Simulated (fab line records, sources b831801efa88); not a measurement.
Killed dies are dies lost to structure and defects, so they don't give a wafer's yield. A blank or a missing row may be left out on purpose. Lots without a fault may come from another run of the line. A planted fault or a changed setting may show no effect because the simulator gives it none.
Which tool did it? | flow gf180mcu | 13 lots, 39 wafers sampled, at 2 steps of a route of 602

WHAT THE GAUGES READ, wafer by wafer
GF_V2_THK_MEAS_25: measures by xrf. Usual: V2_W_THK 353 nm, standard deviation 4.3.
lot  | measured     | on            | V2_W_THK (nm) | flag
L863 | day 20 15:05 | film_metro-02 | 351 350 353   |
L865 | day 21 11:01 | film_metro-01 | 352 356 359   |
L867 | day 21 21:18 | film_metro-01 | 353 350 348   |
L868 | day 22 10:47 | film_metro-04 | 354 351 354   |
L871 | day 23 09:26 | film_metro-02 | 343 350 349   |
L872 | day 23 13:23 | film_metro-02 | 348 352 354   |
L874 | day 24 08:02 | film_metro-01 | 354 358 361   |
L881 | day 26 11:37 | film_metro-04 | 352 349 354   |
L882 | day 26 19:30 | film_metro-01 | 358 357 355   |
L883 | day 27 04:58 | film_metro-01 | 359 363 356   |
L884 | day 27 12:01 | film_metro-04 | 351 358 354   |
L885 | day 27 13:39 | film_metro-01 | 353 357 348   |
L886 | day 27 18:18 | film_metro-01 | 349 354 352   |

WHICH TOOL RAN EACH LOT (tool, then ch and the chambers of the sampled wafers, then the start)
lot  | GF_VT_IMPLANT_IMPLANT_30
L863 | implanter-04 ch 0, day 6 20:11
L865 | implanter-04 ch 0, day 7 11:10
L867 | implanter-01 ch 0, day 7 20:49
L868 | implanter-01 ch 0, day 8 10:47
L871 | implanter-01 ch 0, day 9 01:55
L872 | implanter-01 ch 0, day 9 06:32
L874 | implanter-01 ch 0, day 9 17:17
L881 | implanter-04 ch 0, day 11 14:56
L882 | implanter-04 ch 0, day 11 22:44
L883 | implanter-01 ch 0, day 12 07:55
L884 | implanter-04 ch 0, day 12 16:30
L885 | implanter-04 ch 0, day 12 20:31
L886 | implanter-01 ch 0, day 13 00:38
- GF_VT_IMPLANT_IMPLANT_30

WHAT THE TOOLS THEMSELVES READ (means of the sampled wafers that have a number; where no wafer has one, the mark that the record gives instead)
GF_VT_IMPLANT_IMPLANT_30. Usual: beam_energy_keV 24.999, standard deviation 0.0076; dose_ions_cm2 2.534e+12, standard deviation 3.1e+09.
lot  | tool         | beam_energy_keV | dose_ions_cm2 | flag
L863 | implanter-04 | 24.993          | 2.530e+12     |
L865 | implanter-04 | 25.002          | 2.536e+12     |
L867 | implanter-01 | 24.987          | 2.534e+12     |
L868 | implanter-01 | 25.006          | 2.533e+12     |
L871 | implanter-01 | 25.003          | 2.539e+12     |
L872 | implanter-01 | 27.597          | 2.533e+12     | OFF
L874 | implanter-01 | 27.596          | 2.535e+12     | OFF
L881 | implanter-04 | 24.995          | 2.538e+12     |
L882 | implanter-04 | 25.004          | 2.532e+12     |
L883 | implanter-01 | 24.992          | 2.535e+12     |
L884 | implanter-04 | 24.997          | 2.532e+12     |
L885 | implanter-04 | 24.997          | 2.536e+12     |
L886 | implanter-01 | 24.994          | 2.534e+12     |

THE ANSWER, worked out from the rows above alone
Rule: a lot is off if the mean of its wafers that have a number lies more than 3 standard deviations from the usual mean. A lot without any number at a reading at which 4 lots or more have one is off too. The other lots that the step has rows for count as sound. The gauges are gone through in route order, then the tools' own readings, and for those a lot's mean is taken as printed above. The first step at which some lot is off is used, and at that step the reading that is off furthest; a lot without a number counts as furthest.
Off: L872, L874, at GF_VT_IMPLANT_IMPLANT_30 (beam_energy_keV).
A tool fits if, at that step or a process step before it, it ran every lot that is off, and no sound lot after the first of them. None of those tried fits.

WHAT THE SIMULATOR HAD PUT IN
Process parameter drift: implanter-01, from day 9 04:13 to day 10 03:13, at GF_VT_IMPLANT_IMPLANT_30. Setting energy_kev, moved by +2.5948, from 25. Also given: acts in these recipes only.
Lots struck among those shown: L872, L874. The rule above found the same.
